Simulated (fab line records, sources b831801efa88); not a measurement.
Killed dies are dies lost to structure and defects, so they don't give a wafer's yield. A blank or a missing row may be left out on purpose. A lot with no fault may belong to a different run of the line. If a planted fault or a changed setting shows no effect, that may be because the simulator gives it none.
The same fault as seen by 2 desks :: flow sky130 :: every desk sees just its own numbers, and what lay behind them comes last

== METROLOGY DESK ==
What the gauges read, lot by lot, whatever tool the lot ran on: means of the sampled wafers that have a number. Marked OUT: a lot whose mean sits more than 4 standard deviations from the usual mean, which makes it out of limits; the brackets give that distance.
Columns: A = POLY_GATE_CVD_03_THK at SKY_POLY_GATE_THK_MEAS_04, usual 75.1 nm
lot: L264
first seen here: day 15 10:26
A: 74.8

lot: L265
first seen here: day 15 12:52
A: 75.4

lot: L269
first seen here: day 17 07:19
A: 75.0

lot: L268
first seen here: day 17 08:40
A: 74.8

lot: L273
first seen here: day 18 23:59
A: 74.3

lot: L274
first seen here: day 19 08:46
A: 75.8

lot: L278
first seen here: day 20 14:01
A: 75.2

lot: L277
first seen here: day 20 15:23
A: 74.9

lot: L282
first seen here: day 21 19:55
A: 75.6

lot: L283
first seen here: day 22 10:31
A: 74.7

lot: L286
first seen here: day 23 08:47
A: 75.0

lot: L287
first seen here: day 23 12:42
A: 74.3
This desk found nothing out of limits on any of the 12 lots.

== AT THE TOOL OWNER'S DESK: implanter-03 ==
The tool's own readings at SKY_LDD_N_IMPLANT_11: means of the sampled wafers that have a number, for each lot that ran on this tool. Marked OUT: a lot whose mean sits more than 4 standard deviations from the usual mean, which makes it out of limits; the brackets give that distance.
Columns: A = rotation deg at SKY_LDD_N_IMPLANT_11, usual 292.99 degrees
lot: L264
first seen here: day 18 01:23
A: 292.97

lot: L268
first seen here: day 19 23:30
A: 293.00

lot: L273
first seen here: day 21 18:15
A: 293.05

lot: L274
first seen here: day 22 02:12
A: 350.26 (+99 or more) OUT

lot: L277
first seen here: day 23 07:33
A: 350.23 (+99 or more) OUT

lot: L286
first seen here: day 25 23:32
A: 293.02

lot: L287
first seen here: day 26 03:07
A: 293.01
Finding of this desk: L274, L277 out of limits; the first was L274 at day 22 02:12, on rotation deg at SKY_LDD_N_IMPLANT_11. Within limits: L264, L268, L273, L286, L287.

== PUT TOGETHER ==
The tool owner's desk had the chance to raise an alarm at day 22 02:12 on L274, L277.
The metrology desk saw nothing out of limits.
The metrology desk has L274, L277 on record, within its limits.
Of the lots named, all ran SKY_LDD_N_IMPLANT_11 on implanter-03.

== WHAT WAS PUT IN BY THE SIMULATOR ==
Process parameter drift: implanter-03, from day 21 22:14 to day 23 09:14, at SKY_LDD_N_IMPLANT_11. A move of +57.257 in setting rotation deg, from 293. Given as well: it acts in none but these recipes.
Shown lots that were struck: L274, L277.
Time in hours from fault onset to the first out-of-limits reading at each desk: the tool owner's desk, 4.
